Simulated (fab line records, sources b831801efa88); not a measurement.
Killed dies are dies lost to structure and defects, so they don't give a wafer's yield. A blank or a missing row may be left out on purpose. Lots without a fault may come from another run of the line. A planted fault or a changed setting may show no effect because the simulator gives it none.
A struck lot beside a sound one | flow sky130 | 35 steps out of a route of 708
Sound: wafers L446.1, L446.3, L446.4. Struck: wafers L447.3, L447.4, L447.6. The cause comes at the end.
At each step with rows: each side's tool, then ch and its chambers, then its first start. Under that, the readings that differ: sound wafers | struck wafers | difference of the means | sigmas: that difference in standard deviations of wafers without a fault.
alike: readings whose means differ by less than 2 such deviations, and words and numbers that are the same on both sides. not compared: withheld readings, readings that some wafer has no value for, bounds like >300 that may hide the same value, and numbers for which the record gives no deviation and whose values overlap.
The two part at a step that has a row with sigmas, a row that says differs or no value, or rows on one side only. Numbers that don't overlap but have no deviation are shown without sigmas and don't part them. A reading that every wafer of one side lacks parts them only if that side has two wafers or more.

first, 10 steps without rows for these wafers: SKY_POLY_CUT_ETCH_10 (etches BARC in N2/H2, stops on SiO2, time 45.9 s, target depth 60 nm); SKY_POLY_CUT_ETCH_11 (etches Si3N4 in CF4/CH2F2/Ar, stops on poly-Si, time 42.5 s, target depth 60 nm); SKY_POLY_CUT_STRIP_12 (strips in O2/N2); SKY_SD_P_DEHYDRATE_00 (time 60 s); SKY_SD_P_HMDS_01 (prime time 60 s); SKY_SD_P_COAT_02 (resist thk 1140 nm); SKY_SD_P_SOFTBAKE_03 (time 60 s); SKY_SD_P_EXPOSE_04 (exposes mask PSDM, target cd 380 nm); SKY_SD_P_PEB_05; SKY_SD_P_DEVELOP_06 (develop time 60 s).
SKY_SD_P_IMPLANT_09:
  sound on implanter-03 ch 0, day 29 00:57; struck on implanter-04 ch 0, day 29 05:46
  reading       | sound                     | struck                       | difference | sigmas
  beam_on_s (s) | 15.7 16.0 15.7            | 18.9 18.5 18.4               | +2.8       | +4
  dose_ions_cm2 | 3e+15 2.999e+15 3.002e+15 | 3.868e+15 3.87e+15 3.873e+15 | +8.700e+14 | +99 or more
SKY_SD_P_STRIP_10: strips in O2/N2.
  sound on plasma_asher-03 ch 0,1, day 29 01:06; struck on plasma_asher-03 ch 0,1, day 29 05:54
  reading                      | sound             | struck            | difference | sigmas
  oes_product_au (a.u.)        | 0.615 0.618 0.618 | 0.604 0.606 0.610 | -0.010     | -2
  strip_time_to_endpoint_s (s) | 17.45 17.49 17.42 | 17.94 17.99 17.95 | +0.51      | +11
  alike: drypump_motor_current_A
  not compared: rf_hours_counter_h
SKY_SD_P_TW_MEAS_11:
  sound on film_metro-01, day 29 01:12; struck on film_metro-01, day 29 06:13
  reading | sound          | struck         | difference | sigmas
  SD_P_TW | 2822 2819 2803 | 2924 2928 2938 | +115       | +8
  not compared: hold
then, 20 steps without rows for these wafers: SKY_RES_XHIGH_HMDS_01 (prime time 60 s); SKY_RES_XHIGH_COAT_02 (resist thk 1140 nm); SKY_RES_XHIGH_SOFTBAKE_03 (time 60 s); SKY_RES_XHIGH_EXPOSE_04 (exposes mask URPM, target cd 1270 nm); SKY_RES_XHIGH_PEB_05; SKY_RES_XHIGH_DEVELOP_06 (develop time 60 s); SKY_RES_XHIGH_IMPLANT_07; SKY_RES_XHIGH_STRIP_08 (strips in O2/N2); SKY_SD_N_DEHYDRATE_00 (time 60 s); SKY_SD_N_HMDS_01 (prime time 60 s); SKY_SD_N_COAT_02 (resist thk 1140 nm); SKY_SD_N_SOFTBAKE_03 (time 60 s); SKY_SD_N_EXPOSE_04 (exposes mask NSDM, target cd 380 nm); SKY_SD_N_PEB_05; SKY_SD_N_DEVELOP_06 (develop time 60 s); SKY_SD_N_IMPLANT_09; SKY_SD_N_IMPLANT_10; SKY_SD_N_STRIP_11 (strips in O2/N2); SKY_SD_N_CLEAN_13 (cleans in SC1/SC2, time 150 s); SKY_SD_N_RTA_14 (time 2 s).
-- the record jumps here: 2 days lie between the struck wafers' starts before and after --
SKY_SD_N_RS_MEAS_17: measures by four-point-probe.
  sound on film_metro-03, day 31 09:22; struck on film_metro-03, day 31 14:56
  reading          | sound             | struck            | difference | sigmas
  SD_P_RS (ohm/sq) | 146.4 146.8 146.9 | 143.2 143.5 143.4 | -3.3       | -9
  not compared: hold
-- the record jumps here: 17 days lie between the struck wafers' starts before and after (it left off in module SD_N and takes up again in module PAD_OPEN, whose first step shown is number 708 of the route) --
SKY_PAD_OPEN_PROBE_99:
  sound on prober-02, day 48 08:58; struck on prober-02, day 48 13:08
  reading                             | sound             | struck            | difference | sigmas
  model.etest.res_high_po.line_ohm_um | 754.4 753.3 741.3 | 644.9 650.3 630.7 | -107.7     |
  model.etest.res_pdiff.line_ohm_um   | 1374 1402 1406    | 1303 1296 1305    | -93        |
  model.etest.licon_high_po.rc_ohm    | 352.1 363 361.3   | 277.2 274.9 275.6 | -82.9      |
  model.etest.licon_pdiff.rc_ohm      | 623.4 611 593.4   | 539.2 540.2 556.6 | -63.9      |
  model.etest.res_high_po.rs_ohm_sq   | 257.6 260.7 257.3 | 224.7 228 220.5   | -34.1      |
  model.etest.res_pdiff_hv.rs_ohm_sq  | 191.1 189 190.6   | 179.7 180.7 181.2 | -9.7       |
  model.etest.res_pdiff.rs_ohm_sq     | 196.1 197.2 196.2 | 186.2 186 187.1   | -10.1      |
  alike: killed_at_M0_to_M3, killed_at_M4_up, killed_at_contacts, killed_at_front_end, killed_at_other, killed_dies, killed_open, killed_short
  not compared: model.etest.pfet_01v8.r_on_ohm_um

WHERE THEY PART
First at SKY_SD_P_IMPLANT_09; last, within this record, at SKY_SD_N_RS_MEAS_17. Later steps at which nothing parts them and some readings are alike: SKY_PAD_OPEN_PROBE_99.

WHY: what the simulator had put in
Process parameter drift: implanter-04, from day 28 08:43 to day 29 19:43, at SKY_SD_P_IMPLANT_09. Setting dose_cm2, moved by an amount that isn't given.
